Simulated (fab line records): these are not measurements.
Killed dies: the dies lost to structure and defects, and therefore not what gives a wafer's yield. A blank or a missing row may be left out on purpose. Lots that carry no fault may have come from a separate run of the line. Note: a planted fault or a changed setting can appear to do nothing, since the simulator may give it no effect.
fab line records / flow sky130
record: lots: 13 wafers: 39 lastDay: 50
route steps=708 shown VIA2@510 METAL4@598
lots that met no fault: taken from a fault-free run of the same line
startH: hours from the record's opening day to when the first of the lot's shown wafers began / waitH: hours elapsed since this lot's preceding step / " same as the row above / L1.1+2: one row covering several wafers at once / - no value, or no start was given / * or withheld: withheld / < > ~ a bound
route shown NAME@n: NAME is a module with steps in the file, n the number in the route of the first one / usual: mean and standard deviation over wafers with no fault / same: alike in all rows / chamber/n: place in a boat / sites: the reading at each site / _std_site: standard deviation across them / _edge_site: the outer-site mean with the inner-site mean subtracted / radiusMm: for every site, how far away it sits from the centre of the wafer / mask NAME#n: copy n / behind: the most recent tool/chamber to have shaped the wafer / hold: cause of the lot's hold/its duration in hours/its outcome / device: names the non-switching transistor (n, p or np) / end of line: the route-end tests of the same wafers / step lacking rows: just its recipe / killed: count of dies lost to structure and defects at first sort (not the wafer's yield) / map: per-die view of a wafer (x killed, . not killed, _ where there is no die)
set.NAME: setting as actually run; set.NAME@STEP: the setting as run at that earlier step / model.NAME: the simulator's own value behind a step, which no gauge read
steps of the route over a sample of lots; a table a step, a row a wafer
services: when a tool's chamber went out of use (startH, in hours from the record's first day, below 0 if earlier), for how many hours, and the reason
== steps ==
step: SKY_VIA2_BOW_MEAS_03
recipe: mode: bow
usual: VIA2_BOW: 86/6.8
lot.wafer=L563.3 tool=filmMetro-02 chamber=- startH=828.81 waitH=0.1 VIA2_BOW[um]=91
lot.wafer=L563.5 tool=filmMetro-02 chamber=- startH=828.81 waitH=0.1 VIA2_BOW[um]=80
lot.wafer=L563.6 tool=filmMetro-02 chamber=- startH=828.81 waitH=0.1 VIA2_BOW[um]=91
lot.wafer=L566.1 tool=filmMetro-02 chamber=- startH=863.23 waitH=0.2 VIA2_BOW[um]=79
lot.wafer=L566.4 tool=filmMetro-02 chamber=- startH=863.23 waitH=0.2 VIA2_BOW[um]=97
lot.wafer=L566.6 tool=filmMetro-02 chamber=- startH=863.23 waitH=0.2 VIA2_BOW[um]=85
lot.wafer=L570.3 tool=filmMetro-04 chamber=- startH=908.15 waitH=0.1 VIA2_BOW[um]=93
lot.wafer=L570.5 tool=filmMetro-04 chamber=- startH=908.15 waitH=0.1 VIA2_BOW[um]=82
lot.wafer=L570.6 tool=filmMetro-04 chamber=- startH=908.15 waitH=0.1 VIA2_BOW[um]=92
lot.wafer=L571.2 tool=filmMetro-04 chamber=- startH=910.90 waitH=0.1 VIA2_BOW[um]=96
lot.wafer=L571.3 tool=filmMetro-04 chamber=- startH=910.90 waitH=0.1 VIA2_BOW[um]=81
lot.wafer=L571.6 tool=filmMetro-04 chamber=- startH=910.90 waitH=0.1 VIA2_BOW[um]=78
lot.wafer=L574.3 tool=filmMetro-01 chamber=- startH=913.62 waitH=0.2 VIA2_BOW[um]=87
lot.wafer=L574.4 tool=filmMetro-01 chamber=- startH=913.62 waitH=0.2 VIA2_BOW[um]=99
lot.wafer=L574.5 tool=filmMetro-01 chamber=- startH=913.62 waitH=0.2 VIA2_BOW[um]=84
lot.wafer=L573.2 tool=filmMetro-02 chamber=- startH=913.99 waitH=0.2 VIA2_BOW[um]=82
lot.wafer=L573.3 tool=filmMetro-02 chamber=- startH=913.99 waitH=0.2 VIA2_BOW[um]=82
lot.wafer=L573.6 tool=filmMetro-02 chamber=- startH=913.99 waitH=0.2 VIA2_BOW[um]=78
lot.wafer=L576.2 tool=filmMetro-04 chamber=- startH=925.13 waitH=0.2 VIA2_BOW[um]=88
lot.wafer=L576.3 tool=filmMetro-04 chamber=- startH=925.13 waitH=0.2 VIA2_BOW[um]=83
lot.wafer=L576.6 tool=filmMetro-04 chamber=- startH=925.13 waitH=0.2 VIA2_BOW[um]=95
lot.wafer=L578.1 tool=filmMetro-02 chamber=- startH=944.25 waitH=0.1 VIA2_BOW[um]=83
lot.wafer=L578.2 tool=filmMetro-02 chamber=- startH=944.25 waitH=0.1 VIA2_BOW[um]=94
lot.wafer=L578.3 tool=filmMetro-02 chamber=- startH=944.25 waitH=0.1 VIA2_BOW[um]=95
lot.wafer=L579.1 tool=filmMetro-01 chamber=- startH=958.03 waitH=0.1 VIA2_BOW[um]=81
lot.wafer=L579.2 tool=filmMetro-01 chamber=- startH=958.03 waitH=0.1 VIA2_BOW[um]=78
lot.wafer=L579.5 tool=filmMetro-01 chamber=- startH=958.03 waitH=0.1 VIA2_BOW[um]=89
lot.wafer=L581.2 tool=filmMetro-01 chamber=- startH=962.95 waitH=0.2 VIA2_BOW[um]=85
lot.wafer=L581.4 tool=filmMetro-01 chamber=- startH=962.95 waitH=0.2 VIA2_BOW[um]=92
lot.wafer=L581.5 tool=filmMetro-01 chamber=- startH=962.95 waitH=0.2 VIA2_BOW[um]=86
lot.wafer=L582.1 tool=filmMetro-01 chamber=- startH=964.49 waitH=0.2 VIA2_BOW[um]=94
lot.wafer=L582.2 tool=filmMetro-01 chamber=- startH=964.49 waitH=0.2 VIA2_BOW[um]=89
lot.wafer=L582.6 tool=filmMetro-01 chamber=- startH=964.49 waitH=0.2 VIA2_BOW[um]=83
lot.wafer=L585.1 tool=filmMetro-02 chamber=- startH=988.39 waitH=0.1 VIA2_BOW[um]=78
lot.wafer=L585.2 tool=filmMetro-02 chamber=- startH=988.39 waitH=0.1 VIA2_BOW[um]=74
lot.wafer=L585.4 tool=filmMetro-02 chamber=- startH=988.39 waitH=0.1 VIA2_BOW[um]=82
lot.wafer=L586.4 tool=filmMetro-02 chamber=- startH=992.53 waitH=0.2 VIA2_BOW[um]=73
lot.wafer=L586.5 tool=filmMetro-02 chamber=- startH=992.53 waitH=0.2 VIA2_BOW[um]=78
lot.wafer=L586.6 tool=filmMetro-02 chamber=- startH=992.53 waitH=0.2 VIA2_BOW[um]=81
step: SKY_VIA2_OVL_MEAS_13
usual: VIA2_OVL: -1/6
lot.wafer=L563.3 tool=overlay-01 chamber=- startH=855.47 waitH=0.1 VIA2_OVL[nm]=4
lot.wafer=L563.5 tool=overlay-01 chamber=- startH=855.47 waitH=0.1 VIA2_OVL[nm]=-1
lot.wafer=L563.6 tool=overlay-01 chamber=- startH=855.47 waitH=0.1 VIA2_OVL[nm]=1
lot.wafer=L566.1 tool=overlay-02 chamber=- startH=887.71 waitH=0.1 VIA2_OVL[nm]=1
lot.wafer=L566.4 tool=overlay-02 chamber=- startH=887.71 waitH=0.1 VIA2_OVL[nm]=1
lot.wafer=L566.6 tool=overlay-02 chamber=- startH=887.71 waitH=0.1 VIA2_OVL[nm]=12
lot.wafer=L570.3 tool=overlay-01 chamber=- startH=933.96 waitH=0.1 VIA2_OVL[nm]=-10
lot.wafer=L570.5 tool=overlay-01 chamber=- startH=933.96 waitH=0.1 VIA2_OVL[nm]=-7
lot.wafer=L570.6 tool=overlay-01 chamber=- startH=933.96 waitH=0.1 VIA2_OVL[nm]=-5
lot.wafer=L571.2 tool=overlay-01 chamber=- startH=936.51 waitH=0.1 VIA2_OVL[nm]=11
lot.wafer=L571.3 tool=overlay-01 chamber=- startH=936.51 waitH=0.1 VIA2_OVL[nm]=16
lot.wafer=L571.6 tool=overlay-01 chamber=- startH=936.51 waitH=0.1 VIA2_OVL[nm]=8
lot.wafer=L574.3 tool=overlay-01 chamber=- startH=939.91 waitH=0.1 VIA2_OVL[nm]=-6
lot.wafer=L574.4 tool=overlay-01 chamber=- startH=939.91 waitH=0.1 VIA2_OVL[nm]=-10
lot.wafer=L574.5 tool=overlay-01 chamber=- startH=939.91 waitH=0.1 VIA2_OVL[nm]=-4
lot.wafer=L573.2 tool=overlay-02 chamber=- startH=940.06 waitH=0.1 VIA2_OVL[nm]=3
lot.wafer=L573.3 tool=overlay-02 chamber=- startH=940.06 waitH=0.1 VIA2_OVL[nm]=4
lot.wafer=L573.6 tool=overlay-02 chamber=- startH=940.06 waitH=0.1 VIA2_OVL[nm]=0
lot.wafer=L576.2 tool=overlay-02 chamber=- startH=949.96 waitH=0.1 VIA2_OVL[nm]=3
lot.wafer=L576.3 tool=overlay-02 chamber=- startH=949.96 waitH=0.1 VIA2_OVL[nm]=-2
lot.wafer=L576.6 tool=overlay-02 chamber=- startH=949.96 waitH=0.1 VIA2_OVL[nm]=-3
lot.wafer=L578.1 tool=overlay-02 chamber=- startH=968.26 waitH=0.1 VIA2_OVL[nm]=-7
lot.wafer=L578.2 tool=overlay-02 chamber=- startH=968.26 waitH=0.1 VIA2_OVL[nm]=-7
lot.wafer=L578.3 tool=overlay-02 chamber=- startH=968.26 waitH=0.1 VIA2_OVL[nm]=-8
lot.wafer=L579.1 tool=overlay-02 chamber=- startH=981.86 waitH=0.1 VIA2_OVL[nm]=-4
lot.wafer=L579.2 tool=overlay-02 chamber=- startH=981.86 waitH=0.1 VIA2_OVL[nm]=-9
lot.wafer=L579.5 tool=overlay-02 chamber=- startH=981.86 waitH=0.1 VIA2_OVL[nm]=-4
lot.wafer=L581.2 tool=overlay-01 chamber=- startH=987.56 waitH=0.1 VIA2_OVL[nm]=1
lot.wafer=L581.4 tool=overlay-01 chamber=- startH=987.56 waitH=0.1 VIA2_OVL[nm]=0
lot.wafer=L581.5 tool=overlay-01 chamber=- startH=987.56 waitH=0.1 VIA2_OVL[nm]=0
lot.wafer=L582.1 tool=overlay-01 chamber=- startH=988.45 waitH=0.1 VIA2_OVL[nm]=-13
lot.wafer=L582.2 tool=overlay-01 chamber=- startH=988.45 waitH=0.1 VIA2_OVL[nm]=-11
lot.wafer=L582.6 tool=overlay-01 chamber=- startH=988.45 waitH=0.1 VIA2_OVL[nm]=-12
lot.wafer=L585.1 tool=overlay-02 chamber=- startH=1012.85 waitH=0.1 VIA2_OVL[nm]=-3
lot.wafer=L585.2 tool=overlay-02 chamber=- startH=1012.85 waitH=0.1 VIA2_OVL[nm]=-11
lot.wafer=L585.4 tool=overlay-02 chamber=- startH=1012.85 waitH=0.1 VIA2_OVL[nm]=-4
lot.wafer=L586.4 tool=overlay-01 chamber=- startH=1016.91 waitH=0.1 VIA2_OVL[nm]=-5
lot.wafer=L586.5 tool=overlay-01 chamber=- startH=1016.91 waitH=0.1 VIA2_OVL[nm]=-3
lot.wafer=L586.6 tool=overlay-01 chamber=- startH=1016.91 waitH=0.1 VIA2_OVL[nm]=-7
step: SKY_VIA2_SPUTTER_20
recipe: material: TiN targetThkNm: 20 chamberPressurePa: 5 powerW: 4000 timeS: 80
usual: cathodeDcPowerW: 4000.0/0.82 chamberPressurePa: 4.999/0.0092 throttleValvePct: 30.1/1.2
lot.wafer=L563.3 tool=pvdSputter-03 chamber=- startH=856.23 waitH=0.0 cathodeDcPowerW=4000.2 chamberPressurePa=4.980 throttleValvePct=29.9
lot.wafer=L563.5 tool=pvdSputter-03 chamber=- startH=856.23 waitH=0.0 cathodeDcPowerW=4000.1 chamberPressurePa=5.013 throttleValvePct=30.4
lot.wafer=L563.6 tool=pvdSputter-03 chamber=- startH=856.23 waitH=0.0 cathodeDcPowerW=4002.4 chamberPressurePa=5.009 throttleValvePct=27.9
lot.wafer=L566.1 tool=pvdSputter-03 chamber=- startH=888.50 waitH=0.0 cathodeDcPowerW=4000.6 chamberPressurePa=4.999 throttleValvePct=27.8
lot.wafer=L566.4 tool=pvdSputter-03 chamber=- startH=888.50 waitH=0.0 cathodeDcPowerW=3998.7 chamberPressurePa=4.998 throttleValvePct=30.9
lot.wafer=L566.6 tool=pvdSputter-03 chamber=- startH=888.50 waitH=0.0 cathodeDcPowerW=4001.1 chamberPressurePa=5.002 throttleValvePct=29.9
lot.wafer=L570.3 tool=pvdSputter-03 chamber=- startH=934.71 waitH=0.0 cathodeDcPowerW=4000.4 chamberPressurePa=5.004 throttleValvePct=27.9
lot.wafer=L570.5 tool=pvdSputter-03 chamber=- startH=934.71 waitH=0.0 cathodeDcPowerW=4000.1 chamberPressurePa=5.002 throttleValvePct=31.0
lot.wafer=L570.6 tool=pvdSputter-03 chamber=- startH=934.71 waitH=0.0 cathodeDcPowerW=3998.9 chamberPressurePa=5.008 throttleValvePct=30.0
lot.wafer=L571.2 tool=pvdSputter-01 chamber=- startH=937.24 waitH=0.0 cathodeDcPowerW=3999.4 chamberPressurePa=5.003 throttleValvePct=29.8
lot.wafer=L571.3 tool=pvdSputter-01 chamber=- startH=937.24 waitH=0.0 cathodeDcPowerW=4000.1 chamberPressurePa=4.997 throttleValvePct=30.6
lot.wafer=L571.6 tool=pvdSputter-01 chamber=- startH=937.24 waitH=0.0 cathodeDcPowerW=4000.2 chamberPressurePa=4.996 throttleValvePct=30.8
lot.wafer=L574.3 tool=pvdSputter-01 chamber=- startH=940.63 waitH=0.0 cathodeDcPowerW=4001.4 chamberPressurePa=5.005 throttleValvePct=28.3
lot.wafer=L574.4 tool=pvdSputter-01 chamber=- startH=940.63 waitH=0.0 cathodeDcPowerW=4000.9 chamberPressurePa=4.982 throttleValvePct=29.8
lot.wafer=L574.5 tool=pvdSputter-01 chamber=- startH=940.63 waitH=0.0 cathodeDcPowerW=3999.1 chamberPressurePa=5.009 throttleValvePct=28.2
lot.wafer=L573.2 tool=pvdSputter-03 chamber=- startH=940.79 waitH=0.0 cathodeDcPowerW=4000.6 chamberPressurePa=5.009 throttleValvePct=30.4
lot.wafer=L573.3 tool=pvdSputter-03 chamber=- startH=940.79 waitH=0.0 cathodeDcPowerW=3998.8 chamberPressurePa=4.998 throttleValvePct=28.0
lot.wafer=L573.6 tool=pvdSputter-03 chamber=- startH=940.79 waitH=0.0 cathodeDcPowerW=3999.5 chamberPressurePa=4.999 throttleValvePct=31.1
lot.wafer=L576.2 tool=pvdSputter-01 chamber=- startH=950.69 waitH=0.0 cathodeDcPowerW=4001.2 chamberPressurePa=5.012 throttleValvePct=28.3
lot.wafer=L576.3 tool=pvdSputter-01 chamber=- startH=950.69 waitH=0.0 cathodeDcPowerW=4000.2 chamberPressurePa=4.992 throttleValvePct=30.9
lot.wafer=L576.6 tool=pvdSputter-01 chamber=- startH=950.69 waitH=0.0 cathodeDcPowerW=4000.6 chamberPressurePa=5.002 throttleValvePct=30.5
lot.wafer=L578.1 tool=pvdSputter-02 chamber=- startH=968.99 waitH=0.0 cathodeDcPowerW=4000.4 chamberPressurePa=4.999 throttleValvePct=30.2
lot.wafer=L578.2 tool=pvdSputter-02 chamber=- startH=968.99 waitH=0.0 cathodeDcPowerW=3999.5 chamberPressurePa=4.983 throttleValvePct=32.0
lot.wafer=L578.3 tool=pvdSputter-02 chamber=- startH=968.99 waitH=0.0 cathodeDcPowerW=3999.3 chamberPressurePa=5.021 throttleValvePct=31.1
lot.wafer=L579.1 tool=pvdSputter-03 chamber=- startH=982.63 waitH=0.0 cathodeDcPowerW=4000.2 chamberPressurePa=4.995 throttleValvePct=28.1
lot.wafer=L579.2 tool=pvdSputter-03 chamber=- startH=982.63 waitH=0.0 cathodeDcPowerW=4000.2 chamberPressurePa=5.019 throttleValvePct=29.9
lot.wafer=L579.5 tool=pvdSputter-03 chamber=- startH=982.63 waitH=0.0 cathodeDcPowerW=4000.2 chamberPressurePa=4.979 throttleValvePct=30.8
lot.wafer=L581.2 tool=pvdSputter-03 chamber=- startH=988.29 waitH=0.0 cathodeDcPowerW=3999.2 chamberPressurePa=4.988 throttleValvePct=29.9
lot.wafer=L581.4 tool=pvdSputter-03 chamber=- startH=988.29 waitH=0.0 cathodeDcPowerW=3999.7 chamberPressurePa=5.002 throttleValvePct=28.1
lot.wafer=L581.5 tool=pvdSputter-03 chamber=- startH=988.29 waitH=0.0 cathodeDcPowerW=4001.1 chamberPressurePa=4.997 throttleValvePct=31.0
lot.wafer=L582.1 tool=pvdSputter-02 chamber=- startH=989.18 waitH=0.0 cathodeDcPowerW=4001.0 chamberPressurePa=5.005 throttleValvePct=30.3
lot.wafer=L582.2 tool=pvdSputter-02 chamber=- startH=989.18 waitH=0.0 cathodeDcPowerW=4001.2 chamberPressurePa=5.000 throttleValvePct=31.3
lot.wafer=L582.6 tool=pvdSputter-02 chamber=- startH=989.18 waitH=0.0 cathodeDcPowerW=3998.5 chamberPressurePa=5.011 throttleValvePct=32.1
lot.wafer=L585.1 tool=pvdSputter-01 chamber=- startH=1013.59 waitH=0.0 cathodeDcPowerW=3998.6 chamberPressurePa=5.002 throttleValvePct=29.8
lot.wafer=L585.2 tool=pvdSputter-01 chamber=- startH=1013.59 waitH=0.0 cathodeDcPowerW=3999.3 chamberPressurePa=4.994 throttleValvePct=30.8
lot.wafer=L585.4 tool=pvdSputter-01 chamber=- startH=1013.59 waitH=0.0 cathodeDcPowerW=3999.7 chamberPressurePa=4.981 throttleValvePct=30.0
lot.wafer=L586.4 tool=pvdSputter-03 chamber=- startH=1017.97 waitH=0.0 cathodeDcPowerW=4000.1 chamberPressurePa=4.989 throttleValvePct=30.0
lot.wafer=L586.5 tool=pvdSputter-03 chamber=- startH=1017.97 waitH=0.0 cathodeDcPowerW=3998.9 chamberPressurePa=5.000 throttleValvePct=30.9
lot.wafer=L586.6 tool=pvdSputter-03 chamber=- startH=1017.97 waitH=0.0 cathodeDcPowerW=4000.0 chamberPressurePa=4.998 throttleValvePct=30.0
step: SKY_METAL4_SPUTTER_00
recipe: material: Ti targetThkNm: 15 powerW: 3000 timeS: 10 chamberPressurePa: 0.4
usual: cathodeDcPowerW: 3000.0/0.55 chamberPressurePa: 0.4001/0.00081 throttleValvePct: 30.1/1.2
lot.wafer=L563.3 tool=pvdSputter-02 chamber=- startH=938.40 waitH=0.2 cathodeDcPowerW=3000.0 chamberPressurePa=0.4011 throttleValvePct=30.9
lot.wafer=L563.5 tool=pvdSputter-02 chamber=- startH=938.40 waitH=0.2 cathodeDcPowerW=2999.9 chamberPressurePa=0.3996 throttleValvePct=32.1
lot.wafer=L563.6 tool=pvdSputter-02 chamber=- startH=938.40 waitH=0.2 cathodeDcPowerW=2999.2 chamberPressurePa=0.4021 throttleValvePct=28.8
lot.wafer=L566.1 tool=pvdSputter-01 chamber=- startH=968.39 waitH=0.1 cathodeDcPowerW=3000.0 chamberPressurePa=0.3999 throttleValvePct=29.7
lot.wafer=L566.4 tool=pvdSputter-01 chamber=- startH=968.39 waitH=0.1 cathodeDcPowerW=3001.0 chamberPressurePa=0.3999 throttleValvePct=29.7
lot.wafer=L566.6 tool=pvdSputter-01 chamber=- startH=968.39 waitH=0.1 cathodeDcPowerW=2999.3 chamberPressurePa=0.4003 throttleValvePct=28.3
lot.wafer=L570.3 tool=pvdSputter-02 chamber=- startH=1011.94 waitH=0.2 cathodeDcPowerW=3000.2 chamberPressurePa=0.3992 throttleValvePct=32.3
lot.wafer=L570.5 tool=pvdSputter-02 chamber=- startH=1011.94 waitH=0.2 cathodeDcPowerW=3000.3 chamberPressurePa=0.4005 throttleValvePct=30.5
lot.wafer=L570.6 tool=pvdSputter-02 chamber=- startH=1011.94 waitH=0.2 cathodeDcPowerW=3000.8 chamberPressurePa=0.3994 throttleValvePct=32.3
lot.wafer=L571.2 tool=pvdSputter-02 chamber=- startH=1014.00 waitH=0.1 cathodeDcPowerW=2999.9 chamberPressurePa=0.4008 throttleValvePct=32.2
lot.wafer=L571.3 tool=pvdSputter-02 chamber=- startH=1014.00 waitH=0.1 cathodeDcPowerW=3001.1 chamberPressurePa=0.4003 throttleValvePct=28.7
lot.wafer=L571.6 tool=pvdSputter-02 chamber=- startH=1014.00 waitH=0.1 cathodeDcPowerW=2999.4 chamberPressurePa=0.3993 throttleValvePct=32.2
lot.wafer=L574.3 tool=pvdSputter-02 chamber=- startH=1017.79 waitH=0.1 cathodeDcPowerW=2999.6 chamberPressurePa=0.4008 throttleValvePct=30.2
lot.wafer=L574.4 tool=pvdSputter-02 chamber=- startH=1017.79 waitH=0.1 cathodeDcPowerW=2999.8 chamberPressurePa=0.3998 throttleValvePct=30.7
lot.wafer=L574.5 tool=pvdSputter-02 chamber=- startH=1017.79 waitH=0.1 cathodeDcPowerW=2999.8 chamberPressurePa=0.4004 throttleValvePct=30.6
lot.wafer=L573.2 tool=pvdSputter-01 chamber=- startH=1018.09 waitH=0.2 cathodeDcPowerW=3000.7 chamberPressurePa=0.3993 throttleValvePct=28.4
lot.wafer=L573.3 tool=pvdSputter-01 chamber=- startH=1018.09 waitH=0.2 cathodeDcPowerW=3000.3 chamberPressurePa=0.3996 throttleValvePct=30.0
lot.wafer=L573.6 tool=pvdSputter-01 chamber=- startH=1018.09 waitH=0.2 cathodeDcPowerW=3000.4 chamberPressurePa=0.3987 throttleValvePct=28.1
lot.wafer=L576.2 tool=pvdSputter-02 chamber=- startH=1025.98 waitH=0.2 cathodeDcPowerW=3001.0 chamberPressurePa=0.4006 throttleValvePct=30.4
lot.wafer=L576.3 tool=pvdSputter-02 chamber=- startH=1025.98 waitH=0.2 cathodeDcPowerW=2999.9 chamberPressurePa=0.3997 throttleValvePct=28.7
lot.wafer=L576.6 tool=pvdSputter-02 chamber=- startH=1025.98 waitH=0.2 cathodeDcPowerW=3000.2 chamberPressurePa=0.4000 throttleValvePct=28.6
lot.wafer=L578.1 tool=pvdSputter-03 chamber=- startH=1043.94 waitH=0.1 cathodeDcPowerW=2999.9 chamberPressurePa=0.3997 throttleValvePct=29.8
lot.wafer=L578.2 tool=pvdSputter-03 chamber=- startH=1043.94 waitH=0.1 cathodeDcPowerW=3000.2 chamberPressurePa=0.3998 throttleValvePct=31.1
lot.wafer=L578.3 tool=pvdSputter-03 chamber=- startH=1043.94 waitH=0.1 cathodeDcPowerW=2999.2 chamberPressurePa=0.3998 throttleValvePct=30.2
lot.wafer=L579.1 tool=pvdSputter-02 chamber=- startH=1057.72 waitH=0.1 cathodeDcPowerW=- chamberPressurePa=- throttleValvePct=-
lot.wafer=L579.2 tool=pvdSputter-02 chamber=- startH=1057.72 waitH=0.1 cathodeDcPowerW=- chamberPressurePa=- throttleValvePct=-
lot.wafer=L579.5 tool=pvdSputter-02 chamber=- startH=1057.72 waitH=0.1 cathodeDcPowerW=- chamberPressurePa=- throttleValvePct=-
lot.wafer=L581.2 tool=pvdSputter-01 chamber=- startH=1062.98 waitH=0.2 cathodeDcPowerW=2999.3 chamberPressurePa=0.3991 throttleValvePct=30.1
lot.wafer=L581.4 tool=pvdSputter-01 chamber=- startH=1062.98 waitH=0.2 cathodeDcPowerW=2999.5 chamberPressurePa=0.4003 throttleValvePct=28.4
lot.wafer=L581.5 tool=pvdSputter-01 chamber=- startH=1062.98 waitH=0.2 cathodeDcPowerW=2999.7 chamberPressurePa=0.4005 throttleValvePct=30.7
lot.wafer=L582.1 tool=pvdSputter-03 chamber=- startH=1063.64 waitH=0.1 cathodeDcPowerW=2998.9 chamberPressurePa=0.4003 throttleValvePct=30.1
lot.wafer=L582.2 tool=pvdSputter-03 chamber=- startH=1063.64 waitH=0.1 cathodeDcPowerW=3000.9 chamberPressurePa=0.4011 throttleValvePct=30.9
lot.wafer=L582.6 tool=pvdSputter-03 chamber=- startH=1063.64 waitH=0.1 cathodeDcPowerW=3000.2 chamberPressurePa=0.3990 throttleValvePct=30.0
lot.wafer=L585.1 tool=pvdSputter-01 chamber=- startH=1087.11 waitH=0.1 cathodeDcPowerW=2999.1 chamberPressurePa=0.4011 throttleValvePct=29.9
lot.wafer=L585.2 tool=pvdSputter-01 chamber=- startH=1087.11 waitH=0.1 cathodeDcPowerW=3000.0 chamberPressurePa=0.3998 throttleValvePct=30.8
lot.wafer=L585.4 tool=pvdSputter-01 chamber=- startH=1087.11 waitH=0.1 cathodeDcPowerW=2999.6 chamberPressurePa=0.4000 throttleValvePct=28.3
lot.wafer=L586.4 tool=pvdSputter-01 chamber=- startH=1091.21 waitH=0.2 cathodeDcPowerW=3000.3 chamberPressurePa=0.4000 throttleValvePct=30.1
lot.wafer=L586.5 tool=pvdSputter-01 chamber=- startH=1091.21 waitH=0.2 cathodeDcPowerW=2999.5 chamberPressurePa=0.4007 throttleValvePct=30.3
lot.wafer=L586.6 tool=pvdSputter-01 chamber=- startH=1091.21 waitH=0.2 cathodeDcPowerW=2999.2 chamberPressurePa=0.3999 throttleValvePct=28.2
== services ==
tool=pvdSputter-01 chamber=- startH=944.01 hours=3.1 kind=repair
== key ==
firstSign: step: SKY_METAL4_SPUTTER_00 reading: toolRecord direction: missing
effect none on later readings
metAt SKY_METAL4_SPUTTER_00
struckLots L579
laterRowsLeftOut L579.1,L579.2,L579.5
sortLeftOut L579.1,L579.2,L579.5
notActingAt SKY_VIA2_BOW_MEAS_03,SKY_VIA2_OVL_MEAS_13,SKY_VIA2_SPUTTER_20
onsetBetween 1025.98 1057.72
fault: kind: skippedStepWhole tool: pvdSputter-02 chamber: - onsetH: 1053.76 steps: SKY_METAL4_SPUTTER_00 scope: struckLotsOnly
sortLeftOut: the simulated sort isn't trusted on such a fault, so these wafers' sort isn't shown, and their yield isn't known
laterRowsLeftOut: the simulator's readings of these wafers behind a module that went badly wrong aren't trusted and aren't shown, but for the sort
